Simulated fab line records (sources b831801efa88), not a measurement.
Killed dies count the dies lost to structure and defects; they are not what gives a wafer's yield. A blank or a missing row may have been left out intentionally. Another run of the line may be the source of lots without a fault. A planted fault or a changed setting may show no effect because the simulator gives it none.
Comparing a struck lot with a sound one || flow sky130 || 16 steps out of a route of 708
Sound: these wafers, L865.1, L865.2, L865.4. Wafers L868.1, L868.2, L868.6 were the ones struck. The cause is given at the end.
For every step that has rows: the tool of each side, followed by ch and its chambers, followed by its first start. Under that, the readings that differ: sound wafers || struck wafers || difference of the means || sigmas: that difference in standard deviations of wafers without a fault.
alike: readings with means less than 2 such deviations apart, plus words and numbers identical on both sides. not compared: withheld readings, readings lacking a value on some wafer, bounds such as >300 that could conceal the same value, and numbers that have no deviation in the record and whose values overlap.
A row with sigmas, a row that says differs or no value, or rows on one side alone: a step with any of these is where the two part. Numbers that have no deviation but don't overlap get no sigmas and don't part them. A reading that every wafer of one side lacks parts them only if that side has two wafers or more.

SKY_GATE_OXIDE_TW_MEAS_14:
  sound on film_metro-04, day 15 07:42; struck on film_metro-02, day 16 06:04
  alike: GATE_OXIDE_TW
then, 3 steps without rows for these wafers: SKY_GATE_OXIDE_CLEAN_15 (cleans in SC1/SC2, time 150 s); SKY_GATE_OXIDE_OXIDATION_16 (stabilise 600 s, purge 300 s, target thk 3.57 nm); SKY_POLY_GATE_CVD_00 (deposits poly-Si, target thk 180 nm, time 720 s).
SKY_POLY_GATE_THK_MEAS_01:
  sound on film_metro-04, day 15 10:32; struck on film_metro-02, day 16 09:10
  alike: POLY_GATE_CVD_00_THK
then, 7 steps without rows for these wafers: SKY_RES_PROTECT_DEHYDRATE_00 (time 60 s); SKY_RES_PROTECT_HMDS_01 (prime time 60 s); SKY_RES_PROTECT_COAT_02 (resist thk 1140 nm); SKY_RES_PROTECT_SOFTBAKE_03 (time 60 s); SKY_RES_PROTECT_EXPOSE_04 (exposes mask RPM, target cd 1270 nm); SKY_RES_PROTECT_PEB_05; SKY_RES_PROTECT_DEVELOP_06 (develop time 60 s).
SKY_POLY_GATE_IMPLANT_02:
  sound on implanter-04 ch 0, day 16 13:29; struck on implanter-01 ch 0, day 17 13:31
SKY_RES_PROTECT_STRIP_07: strips in O2/N2.
  sound on plasma_asher-01 ch 0,1, day 16 13:38; struck on plasma_asher-01 ch 0,1, day 17 13:40
{"reading": "oes_product_au (a.u.)", "sound": "0.521 0.521 0.517", "struck": "0.496 0.499 0.503", "difference": -0.020, "sigmas": -5}
{"reading": "strip_time_to_endpoint_s (s)", "sound": "23.37 23.35 23.39", "struck": "25.13 25.12 25.09", "difference": "+1.74", "sigmas": "+47"}
  alike: drypump_motor_current_A, o2_flow_sccm
  not compared: rf_hours_counter_h
SKY_RES_PROTECT_TW_MEAS_08:
  sound on film_metro-03, day 16 13:44; struck on film_metro-01, day 17 13:46
  alike: POLY_GATE_TW
-- record jumps: 30 days separate the struck wafers' starts on either side; left off in module RES_PROTECT, taken up again in module PAD_OPEN, whose first shown step is the route's number 708 --
SKY_PAD_OPEN_PROBE_99:
  sound on prober-01, day 46 19:04; struck on prober-02, day 47 08:48
{"reading": "model.etest.res_poly.line_ohm_um", "sound": "502.8 493.1 499.4", "struck": "387.3 380.9 402.7", "difference": -108.1, "sigmas": ""}
{"reading": "model.etest.licon_poly.rc_ohm", "sound": "150.8 152 150.2", "struck": "102.8 102 103.7", "difference": -48.2, "sigmas": ""}
{"reading": "model.etest.res_poly.rs_ohm_sq", "sound": "48.4 47.56 48.35", "struck": "36.41 35.87 36.27", "difference": -11.92, "sigmas": ""}
{"reading": "model.etest.nfet_01v8_lvt.vt_long_v (V)", "sound": "0.4277 0.434 0.4383", "struck": "0.4204 0.422 0.4186", "difference": -0.0130, "sigmas": ""}
  alike: killed_at_M0_to_M3, killed_at_M4_up, killed_at_contacts, killed_at_front_end, killed_at_other, killed_dies, killed_open, killed_short

## WHERE THEY PART
Only at SKY_RES_PROTECT_STRIP_07, as far as this record shows. Later steps at which nothing parts them and some readings are alike: SKY_RES_PROTECT_TW_MEAS_08, SKY_PAD_OPEN_PROBE_99.

WHY: whatever the simulator had introduced
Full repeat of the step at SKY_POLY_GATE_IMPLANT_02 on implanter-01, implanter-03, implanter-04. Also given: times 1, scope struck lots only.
